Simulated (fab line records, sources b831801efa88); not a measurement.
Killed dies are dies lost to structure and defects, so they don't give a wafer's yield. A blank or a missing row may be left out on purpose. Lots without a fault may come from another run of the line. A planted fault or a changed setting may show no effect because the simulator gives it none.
A struck lot beside a sound one | flow sky130 | 15 steps out of a route of 708
Sound: wafers L120.3, L120.4, L120.6. Struck: wafers L122.3, L122.4, L122.6. The cause comes at the end.
At each step with rows: each side's tool, then ch and its chambers, then its first start. Under that, the readings that differ: sound wafers | struck wafers | difference of the means | sigmas: that difference in standard deviations of wafers without a fault.
alike: readings whose means differ by less than 2 such deviations, and words and numbers that are the same on both sides. not compared: withheld readings, readings that some wafer has no value for, bounds like >300 that may hide the same value, and numbers for which the record gives no deviation and whose values overlap.
The two part at a step that has a row with sigmas, a row that says differs or no value, or rows on one side only. Numbers that don't overlap but have no deviation are shown without sigmas and don't part them. A reading that every wafer of one side lacks parts them only if that side has two wafers or more.

SKY_LDD_P_OVL_MEAS_08:
  sound on overlay-01, day 24 01:09; struck on overlay-01, day 24 17:08
  alike: LDD_P_OVL
then, 1 step without rows for these wafers: SKY_LDD_P_IMPLANT_09.
SKY_LDD_P_STRIP_10: strips in O2/N2.
  sound on plasma_asher-02 ch 0,1, day 24 01:21; struck on plasma_asher-04 ch 0,1, day 24 17:20
  reading                      | sound             | struck            | difference | sigmas
  drypump_motor_current_A (A)  | 6.3 5.7 6.3       | 5.7 5.3 5.3       | -0.7       | -2
  strip_time_to_endpoint_s (s) | 14.25 14.26 14.28 | 14.12 14.12 14.11 | -0.15      | -4
  alike: oes_product_au
  not compared: rf_hours_counter_h
SKY_LDD_P_TW_MEAS_11:
  sound on film_metro-04, day 24 01:26; struck on film_metro-03, day 24 17:25
  alike: LDD_P_TW
then, 7 steps without rows for these wafers: SKY_LDD_HVN_DEHYDRATE_00 (time 60 s); SKY_LDD_HVN_HMDS_01 (prime time 60 s); SKY_LDD_HVN_COAT_02 (resist thk 300 nm); SKY_LDD_HVN_SOFTBAKE_03 (time 60 s); SKY_LDD_HVN_EXPOSE_04 (exposes mask HVNTM, target cd 700 nm); SKY_LDD_HVN_PEB_05; SKY_LDD_HVN_DEVELOP_06 (develop time 60 s).
SKY_LDD_HVN_OVL_MEAS_07:
  sound on overlay-02, day 25 06:38; struck on overlay-02, day 25 23:29
  reading          | sound       | struck         | difference | sigmas
  LDD_HVN_OVL (nm) | 0.8 0.6 1.3 | -3.1 -2.6 -2.4 | -3.6       | -2
SKY_LDD_HVN_IMPLANT_08:
  sound on implanter-04 ch 0, day 25 06:42; struck on implanter-01 ch 0, day 25 23:33
  reading                   | sound                | struck               | difference | sigmas
  beam_energy_keV           | 59.989 59.992 59.998 | 62.113 62.100 62.118 | +2.117     | +99 or more
  model.implant.rp_nm (nm)  | 55.09 55.09 55.09    | 56.33 56.33 56.33    | +1.24      |
  model.implant.drp_nm (nm) | 28.15 28.15 28.15    | 29.01 29.01 29.01    | +0.86      |
  alike: faraday_current_uA
SKY_LDD_HVN_STRIP_09: strips in O2/N2.
  sound on plasma_asher-02 ch 0,1, day 25 06:50; struck on plasma_asher-04 ch 0,1, day 25 23:41
  reading               | sound             | struck            | difference | sigmas
  oes_product_au (a.u.) | 0.410 0.413 0.419 | 0.402 0.403 0.408 | -0.010     | -2
  alike: drypump_motor_current_A, strip_time_to_endpoint_s
  not compared: rf_hours_counter_h
-- the record jumps here: 24 days lie between the struck wafers' starts before and after (it left off in module LDD_HVN and takes up again in module PAD_OPEN, whose first step shown is number 708 of the route) --
SKY_PAD_OPEN_PROBE_99:
  the record has rows for the struck wafers here (prober-02, day 49 23:15) and none for the sound ones

WHERE THEY PART
First at SKY_LDD_P_STRIP_10; last, within this record, at SKY_PAD_OPEN_PROBE_99.

WHY: what the simulator had put in
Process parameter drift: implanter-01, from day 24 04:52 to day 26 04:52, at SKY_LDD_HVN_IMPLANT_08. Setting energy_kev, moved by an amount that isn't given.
